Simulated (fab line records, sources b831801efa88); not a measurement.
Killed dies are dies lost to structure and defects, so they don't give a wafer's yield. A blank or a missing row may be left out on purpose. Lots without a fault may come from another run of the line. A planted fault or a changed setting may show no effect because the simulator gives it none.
A struck lot beside a sound one | flow sky130 | 15 steps out of a route of 708
Sound: wafers L178.2, L178.5, L178.6. Struck: wafer L189.4. (L189.5 of the same lot was not struck and is left out.) The cause comes at the end.
At each step with rows: each side's tool, then ch and its chambers, then its first start. Under that, the readings that differ: sound wafers | struck wafers | difference of the means | sigmas: that difference in standard deviations of wafers without a fault.
alike: readings whose means differ by less than 2 such deviations, and words and numbers that are the same on both sides. not compared: withheld readings, readings that some wafer has no value for, bounds like >300 that may hide the same value, and numbers for which the record gives no deviation and whose values overlap.
The two part at a step that has a row with sigmas, a row that says differs or no value, or rows on one side only. Numbers that don't overlap but have no deviation are shown without sigmas and don't part them. A reading that every wafer of one side lacks parts them only if that side has two wafers or more.

first, 4 steps without rows for these wafers: SKY_LDD_P_SOFTBAKE_03 (time 60 s); SKY_LDD_P_EXPOSE_04 (exposes mask PSDM, target cd 380 nm); SKY_LDD_P_PEB_05; SKY_LDD_P_DEVELOP_06 (develop time 60 s).
SKY_LDD_P_CD_MEAS_07: target cd 380 nm.
  sound on cd_sem-01, day 19 10:53; struck on cd_sem-02, day 23 18:35
  alike: cd_nm
SKY_LDD_P_OVL_MEAS_08:
  sound on overlay-01, day 19 10:59; struck on overlay-02, day 23 18:40
  alike: LDD_P_OVL
then, 1 step without rows for these wafers: SKY_LDD_P_IMPLANT_09.
SKY_LDD_P_STRIP_10: strips in O2/N2.
  sound on plasma_asher-04 ch 0,1, day 19 11:10; struck on plasma_asher-03 ch 0, day 23 18:52
  reading                      | sound             | struck | difference | sigmas
  strip_time_to_endpoint_s (s) | 14.15 14.16 14.16 | 14.25  | +0.09      | +2
  alike: drypump_motor_current_A, oes_product_au
  not compared: rf_hours_counter_h
SKY_LDD_P_TW_MEAS_11:
  sound on film_metro-03, day 19 11:16; struck on film_metro-04, day 23 18:58
  alike: LDD_P_TW
then, 3 steps without rows for these wafers: SKY_LDD_HVN_DEHYDRATE_00 (time 60 s); SKY_LDD_HVN_HMDS_01 (prime time 60 s); SKY_LDD_HVN_COAT_02 (resist thk 300 nm).
SKY_LDD_HVN_SOFTBAKE_03: time 60 s.
  sound on litho_track-03 ch 0, day 20 02:48; struck on litho_track-03 ch 0, day 24 10:06
  reading          | sound             | struck | difference | sigmas
  run_length_s (s) | 88.88 88.90 88.96 | 90.74  | +1.83      | +19
  alike: chill_plate_temp_C, plate_temp_C
then, 1 step without rows for these wafers: SKY_LDD_HVN_EXPOSE_04 (exposes mask HVNTM, target cd 700 nm).
SKY_PAD_OPEN_PROBE_99:
  the record has rows for the sound wafers here (prober-01, day 46 04:11) and none for the struck ones

WHERE THEY PART
First at SKY_LDD_P_STRIP_10; last, within this record, at SKY_PAD_OPEN_PROBE_99.

WHY: what the simulator had put in
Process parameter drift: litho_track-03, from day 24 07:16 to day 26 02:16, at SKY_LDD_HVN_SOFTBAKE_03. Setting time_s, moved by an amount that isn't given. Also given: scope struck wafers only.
